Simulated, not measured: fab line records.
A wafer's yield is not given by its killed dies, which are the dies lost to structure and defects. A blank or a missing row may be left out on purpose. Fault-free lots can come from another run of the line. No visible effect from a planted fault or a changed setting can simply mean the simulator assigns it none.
fab line records | flow gf180mcu
record: lots: 15 | wafers: 45 | lastDay: 34
route steps=602 shown STI@13 NWELL@49 VT_IMPLANT@131 DUAL_GATE@152
lots with no fault: from the same line, run without faults
startH: hours from the record's first day to the start of the lot's first wafer shown | waitH: time in hours since the lot's previous step | " unchanged from the row above | L1.1+2: several wafers, shown together as one row | - no value present, or no start provided | * or withheld: withheld | < > ~ a bound
route shown NAME@n: names a module that has steps shown in the file, with the first one's number in the route | usual: mean/standard deviation taken from wafers without a fault | same: alike in all rows | chamber/n: place in a boat | sites: readings site by site | _std_site: standard deviation of those values | _edge_site: the outer-site mean with the inner-site mean subtracted | radiusMm: how far each site lies from the wafer's centre | mask NAME#n: copy n | behind: tool/chamber where the wafer was last shaped | hold: the reason the lot was held/the length of the hold in hours/how it ended | device: transistor that didn't switch, given as n, p or np | end of line: tests of these same wafers at the route's end | step lacking rows: just its recipe | killed: dies lost to structure and defects at the first sort, not the wafer's yield | map: a wafer's dies, x killed, . not, _ none there
set.NAME: the setting the step ran with; set.NAME@STEP: the setting that earlier step ran with | model.NAME: the simulator's own value behind a step, which no gauge read
steps of the route over a sample of lots; a table a step, a row a wafer
services: the hour from which a tool's chamber was out of use, counted from the record's first day as startH (under 0 if before that day), plus the number of hours and why
== steps ==
step: GF_STI_CD_MEAS_12
recipe: targetCdNm: 220
usual: cdNm: 220.4/1.4
lot.wafer | tool     | chamber | startH | waitH | cdNm
L544.2    | cdSem-01 | -       | 25.49  | 0.1   | 220.6
L544.3    | "        | -       | "      | "     | 222.6
L544.6    | "        | -       | "      | "     | 221.3
L546.1    | cdSem-02 | -       | 37.17  | 0.1   | 220.5
L546.4    | "        | -       | "      | "     | 220.6
L546.5    | "        | -       | "      | "     | 220.4
L548.2    | cdSem-01 | -       | 46.97  | 0.1   | 218.7
L548.3    | "        | -       | "      | "     | 218.0
L548.4    | "        | -       | "      | "     | 218.4
L550.3    | cdSem-02 | -       | 55.84  | 0.1   | 221.3
L550.4    | "        | -       | "      | "     | 220.2
L550.6    | "        | -       | "      | "     | 221.6
L551.4    | cdSem-01 | -       | 61.18  | 0.1   | 220.0
L551.5    | "        | -       | "      | "     | 219.4
L551.6    | "        | -       | "      | "     | 218.7
L552.2    | cdSem-02 | -       | 66.22  | 0.1   | 218.8
L552.3    | "        | -       | "      | "     | 220.2
L552.6    | "        | -       | "      | "     | 219.5
L553.1    | cdSem-02 | -       | 73.02  | 0.1   | 219.3
L553.2    | "        | -       | "      | "     | 219.3
L553.5    | "        | -       | "      | "     | 219.0
L554.2    | cdSem-01 | -       | 77.44  | 0.1   | 218.7
L554.5    | "        | -       | "      | "     | 219.5
L554.6    | "        | -       | "      | "     | 219.4
L555.1    | cdSem-02 | -       | 83.12  | 0.1   | 219.2
L555.4    | "        | -       | "      | "     | 219.8
L555.5    | "        | -       | "      | "     | 220.7
L556.3    | cdSem-01 | -       | 87.41  | 0.1   | 222.5
L556.4    | "        | -       | "      | "     | 222.7
L556.5    | "        | -       | "      | "     | 222.9
L557.1    | cdSem-02 | -       | 97.15  | 0.1   | 218.8
L557.3    | "        | -       | "      | "     | 218.8
L557.5    | "        | -       | "      | "     | 218.0
L564.1    | cdSem-01 | -       | 130.50 | 0.1   | 220.4
L564.3    | "        | -       | "      | "     | 219.4
L564.6    | "        | -       | "      | "     | 220.3
L565.1    | cdSem-01 | -       | 134.67 | 0.1   | 222.1
L565.3    | "        | -       | "      | "     | 221.2
L565.6    | "        | -       | "      | "     | 221.0
L566.2    | cdSem-01 | -       | 139.94 | 0.1   | 219.1
L566.4    | "        | -       | "      | "     | 219.6
L566.5    | "        | -       | "      | "     | 220.1
L567.3    | cdSem-02 | -       | 143.11 | 0.1   | 223.0
L567.4    | "        | -       | "      | "     | 221.6
L567.5    | "        | -       | "      | "     | 222.5
step: GF_NWELL_OVL_MEAS_07
usual: NWELL_OVL: 0.4/1.3
lot.wafer | tool       | chamber | startH | waitH | NWELL_OVL[nm]
L544.2    | overlay-01 | -       | 54.78  | -     | -0.4
L544.3    | "          | -       | "      | "     | 0.1
L544.6    | "          | -       | "      | "     | 1.3
L546.1    | overlay-01 | -       | 68.02  | -     | 1.0
L546.4    | "          | -       | "      | "     | -0.1
L546.5    | "          | -       | "      | "     | -1.3
L548.2    | overlay-01 | -       | 77.78  | -     | -1.0
L548.3    | "          | -       | "      | "     | -0.7
L548.4    | "          | -       | "      | "     | -2.8
L550.3    | overlay-02 | -       | 87.33  | -     | 1.0
L550.4    | "          | -       | "      | "     | 0.1
L550.6    | "          | -       | "      | "     | -0.3
L551.4    | overlay-02 | -       | 91.99  | -     | 0.4
L551.5    | "          | -       | "      | "     | 2.8
L551.6    | "          | -       | "      | "     | 1.7
L552.2    | overlay-02 | -       | 105.53 | -     | 0.7
L552.3    | "          | -       | "      | "     | -1.1
L552.6    | "          | -       | "      | "     | -1.5
L553.1    | overlay-01 | -       | 116.17 | -     | 1.3
L553.2    | "          | -       | "      | "     | 0.3
L553.5    | "          | -       | "      | "     | 0.7
L554.2    | overlay-02 | -       | 116.92 | -     | 0.9
L554.5    | "          | -       | "      | "     | 2.7
L554.6    | "          | -       | "      | "     | 1.5
L556.3    | overlay-02 | -       | 124.13 | -     | 1.1
L556.4    | "          | -       | "      | "     | 3.0
L556.5    | "          | -       | "      | "     | 1.6
L555.1    | overlay-02 | -       | 124.47 | -     | 1.3
L555.4    | "          | -       | "      | "     | 0.0
L555.5    | "          | -       | "      | "     | 0.2
L557.1    | overlay-02 | -       | 132.77 | -     | 3.6
L557.3    | "          | -       | "      | "     | 1.4
L557.5    | "          | -       | "      | "     | 2.0
L564.1    | overlay-01 | -       | 166.52 | -     | 0.4
L564.3    | "          | -       | "      | "     | 0.9
L564.6    | "          | -       | "      | "     | 0.4
L565.1    | overlay-01 | -       | 171.07 | -     | 1.5
L565.3    | "          | -       | "      | "     | 1.3
L565.6    | "          | -       | "      | "     | -0.7
L566.2    | overlay-02 | -       | 178.17 | -     | -2.5
L566.4    | "          | -       | "      | "     | -0.9
L566.5    | "          | -       | "      | "     | -0.6
L567.3    | overlay-02 | -       | 182.73 | -     | 0.2
L567.4    | "          | -       | "      | "     | -0.5
L567.5    | "          | -       | "      | "     | 2.0
step: GF_VT_IMPLANT_IMPLANT_41
recipe: species: As | energyKev: 70 | doseCm2: 1.013e+12 | tiltDeg: 7
usual: beamEnergyKeV: 70.004/0.021
lot.wafer | tool         | chamber | startH | waitH | beamEnergyKeV
L544.2    | implanter-03 | 0       | 155.88 | 0.0   | 70.041
L544.3    | "            | 0       | "      | "     | 70.018
L544.6    | "            | 0       | "      | "     | 70.015
L546.1    | implanter-04 | 0       | 170.00 | 0.0   | 70.004
L546.4    | "            | 0       | "      | "     | 70.018
L546.5    | "            | 0       | "      | "     | 70.008
L548.2    | implanter-03 | 0       | 182.43 | 0.0   | 70.001
L548.3    | "            | 0       | "      | "     | 70.009
L548.4    | "            | 0       | "      | "     | 70.034
L550.3    | implanter-04 | 0       | 194.75 | 0.1   | 69.970
L550.4    | "            | 0       | "      | "     | 70.017
L550.6    | "            | 0       | "      | "     | 69.973
L551.4    | implanter-02 | 0       | 200.13 | 0.1   | 70.029
L551.5    | "            | 0       | "      | "     | 70.037
L551.6    | "            | 0       | "      | "     | 69.977
L552.2    | implanter-03 | 0       | 219.03 | 0.0   | 69.973
L552.3    | "            | 0       | "      | "     | 69.968
L552.6    | "            | 0       | "      | "     | 69.994
L553.1    | implanter-02 | 0       | 230.61 | 0.0   | 70.008
L553.2    | "            | 0       | "      | "     | 69.997
L553.5    | "            | 0       | "      | "     | 69.990
L554.2    | implanter-03 | 0       | 235.28 | 0.0   | 69.999
L554.5    | "            | 0       | "      | "     | 70.041
L554.6    | "            | 0       | "      | "     | 70.012
L556.3    | implanter-03 | 0       | 241.86 | 0.1   | 58.744
L556.4    | "            | 0       | "      | "     | 58.711
L556.5    | "            | 0       | "      | "     | 58.746
L555.1    | implanter-03 | 0       | 243.05 | 0.0   | 58.719
L555.4    | "            | 0       | "      | "     | 58.724
L555.5    | "            | 0       | "      | "     | 58.746
L557.1    | implanter-03 | 0       | 252.10 | 0.0   | 58.720
L557.3    | "            | 0       | "      | "     | 58.707
L557.5    | "            | 0       | "      | "     | 58.730
L564.1    | implanter-02 | 0       | 293.70 | 0.0   | 70.009
L564.3    | "            | 0       | "      | "     | 70.046
L564.6    | "            | 0       | "      | "     | 70.037
L565.1    | implanter-04 | 0       | 299.10 | 0.0   | 69.985
L565.3    | "            | 0       | "      | "     | 70.018
L565.6    | "            | 0       | "      | "     | 70.004
L566.2    | implanter-04 | 0       | 308.68 | 0.0   | 69.948
L566.4    | "            | 0       | "      | "     | 70.012
L566.5    | "            | 0       | "      | "     | 69.983
L567.3    | implanter-04 | 0       | 314.80 | 0.1   | 69.986
L567.4    | "            | 0       | "      | "     | 69.991
L567.5    | "            | 0       | "      | "     | 69.984
step: GF_VT_IMPLANT_TW_MEAS_43
usual: VT_IMPLANT_4_TW: 692/4
lot.wafer | tool         | chamber | startH | waitH | VT_IMPLANT_4_TW
L544.2    | filmMetro-01 | -       | 156.12 | 0.1   | 688
L544.3    | "            | -       | "      | "     | 692
L544.6    | "            | -       | "      | "     | 687
L546.1    | filmMetro-03 | -       | 170.25 | 0.1   | 688
L546.4    | "            | -       | "      | "     | 695
L546.5    | "            | -       | "      | "     | 692
L548.2    | filmMetro-02 | -       | 182.66 | 0.1   | 696
L548.3    | "            | -       | "      | "     | 691
L548.4    | "            | -       | "      | "     | 691
L550.3    | filmMetro-03 | -       | 194.97 | 0.1   | 695
L550.4    | "            | -       | "      | "     | 699
L550.6    | "            | -       | "      | "     | 699
L551.4    | filmMetro-02 | -       | 200.34 | 0.1   | 691
L551.5    | "            | -       | "      | "     | 695
L551.6    | "            | -       | "      | "     | 690
L552.2    | filmMetro-02 | -       | 219.26 | 0.1   | 696
L552.3    | "            | -       | "      | "     | 695
L552.6    | "            | -       | "      | "     | 690
L553.1    | filmMetro-03 | -       | 230.86 | 0.1   | 696
L553.2    | "            | -       | "      | "     | 698
L553.5    | "            | -       | "      | "     | 698
L554.2    | filmMetro-02 | -       | 235.52 | 0.1   | 691
L554.5    | "            | -       | "      | "     | 700
L554.6    | "            | -       | "      | "     | 692
L556.3    | filmMetro-02 | -       | 242.08 | 0.1   | 660
L556.4    | "            | -       | "      | "     | 658
L556.5    | "            | -       | "      | "     | 660
L555.1    | filmMetro-03 | -       | 243.30 | 0.1   | 659
L555.4    | "            | -       | "      | "     | 659
L555.5    | "            | -       | "      | "     | 660
L557.1    | filmMetro-03 | -       | 252.35 | 0.1   | 659
L557.3    | "            | -       | "      | "     | 660
L557.5    | "            | -       | "      | "     | 661
L564.1    | filmMetro-03 | -       | 293.95 | 0.1   | 698
L564.3    | "            | -       | "      | "     | 696
L564.6    | "            | -       | "      | "     | 696
L565.1    | filmMetro-01 | -       | 299.35 | 0.1   | 683
L565.3    | "            | -       | "      | "     | 685
L565.6    | "            | -       | "      | "     | 686
L566.2    | filmMetro-03 | -       | 308.92 | 0.1   | 695
L566.4    | "            | -       | "      | "     | 696
L566.5    | "            | -       | "      | "     | 694
L567.3    | filmMetro-01 | -       | 315.02 | 0.1   | 683
L567.4    | "            | -       | "      | "     | 685
L567.5    | "            | -       | "      | "     | 686
step: GF_DUAL_GATE_OVL_MEAS_11
usual: DUAL_GATE_OVL: -0.2/1.2
lot.wafer | tool       | chamber | startH | waitH | DUAL_GATE_OVL[nm]
L544.2    | overlay-01 | -       | 174.41 | 0.1   | -0.3
L544.3    | "          | -       | "      | "     | -1.4
L544.6    | "          | -       | "      | "     | -0.3
L546.1    | overlay-02 | -       | 189.17 | 0.1   | -0.2
L546.4    | "          | -       | "      | "     | -0.3
L546.5    | "          | -       | "      | "     | 0.2
L548.2    | overlay-01 | -       | 203.43 | 0.1   | -0.2
L548.3    | "          | -       | "      | "     | 0.6
L548.4    | "          | -       | "      | "     | 1.0
L550.3    | overlay-02 | -       | 215.48 | 0.1   | 0.3
L550.4    | "          | -       | "      | "     | 1.5
L550.6    | "          | -       | "      | "     | 0.6
L551.4    | overlay-01 | -       | 220.72 | 0.1   | -1.2
L551.5    | "          | -       | "      | "     | -2.2
L551.6    | "          | -       | "      | "     | -0.7
L552.2    | overlay-01 | -       | 240.23 | 0.1   | 1.3
L552.3    | "          | -       | "      | "     | 0.2
L552.6    | "          | -       | "      | "     | 0.3
L553.1    | overlay-01 | -       | 251.12 | 0.1   | -0.8
L553.2    | "          | -       | "      | "     | 2.2
L553.5    | "          | -       | "      | "     | 0.7
L554.2    | overlay-02 | -       | 256.17 | 0.1   | -1.3
L554.5    | "          | -       | "      | "     | -0.4
L554.6    | "          | -       | "      | "     | -0.3
L556.3    | overlay-01 | -       | 263.71 | 0.1   | -0.2
L556.4    | "          | -       | "      | "     | -1.1
L556.5    | "          | -       | "      | "     | 0.1
L555.1    | overlay-02 | -       | 268.57 | 0.1   | -0.2
L555.4    | "          | -       | "      | "     | -2.2
L555.5    | "          | -       | "      | "     | -1.0
L557.1    | overlay-02 | -       | 275.27 | 0.1   | -0.5
L557.3    | "          | -       | "      | "     | -0.6
L557.5    | "          | -       | "      | "     | -0.2
L564.1    | overlay-01 | -       | 316.95 | 0.1   | -2.9
L564.3    | "          | -       | "      | "     | -3.0
L564.6    | "          | -       | "      | "     | -1.2
L565.1    | overlay-02 | -       | 323.57 | 0.1   | -2.2
L565.3    | "          | -       | "      | "     | 0.0
L565.6    | "          | -       | "      | "     | 1.3
L566.2    | overlay-01 | -       | 332.60 | 0.1   | 0.6
L566.4    | "          | -       | "      | "     | 1.1
L566.5    | "          | -       | "      | "     | 0.0
L567.3    | overlay-01 | -       | 338.88 | 0.1   | -0.4
L567.4    | "          | -       | "      | "     | -0.6
L567.5    | "          | -       | "      | "     | 0.7
== services ==
tool         | chamber | startH | hours | kind
implanter-03 | -       | 132.67 | 3.3   | repair
implanter-02 | -       | 283.55 | 3.3   | pm
== key ==
firstSign: step: GF_VT_IMPLANT_IMPLANT_41 | reading: beamEnergyKeV | direction: down | sigmas: 99+ | usual: 70.004 | struck: 58.727
effect: step: GF_VT_IMPLANT_TW_MEAS_43 | reading: VT_IMPLANT_4_TW | direction: down | sigmas: 8.1 | usual: 692 | struck: 660
metAt GF_VT_IMPLANT_IMPLANT_41
struckLots L555,L556,L557
testerLeftOut L555,L556,L557
notActingAt GF_STI_CD_MEAS_12,GF_NWELL_OVL_MEAS_07,GF_DUAL_GATE_OVL_MEAS_11
onsetBetween 235.28 241.86
fault: kind: processParameterDrift | tool: implanter-03 | chamber: - | onsetH: 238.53 | steps: GF_VT_IMPLANT_IMPLANT_41 | channel: energyKev | offset: -11.278 | shape: step | endH: 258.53 | actsIn: theseRecipesOnly | stated: 70
testerLeftOut: of these lots the tester's yield and bins aren't shown, on N5 and GAA mostly nor the transistor test; their killed dies are dies lost to structure and defects alone, not to doping, threshold or leakage, so they don't give the yield
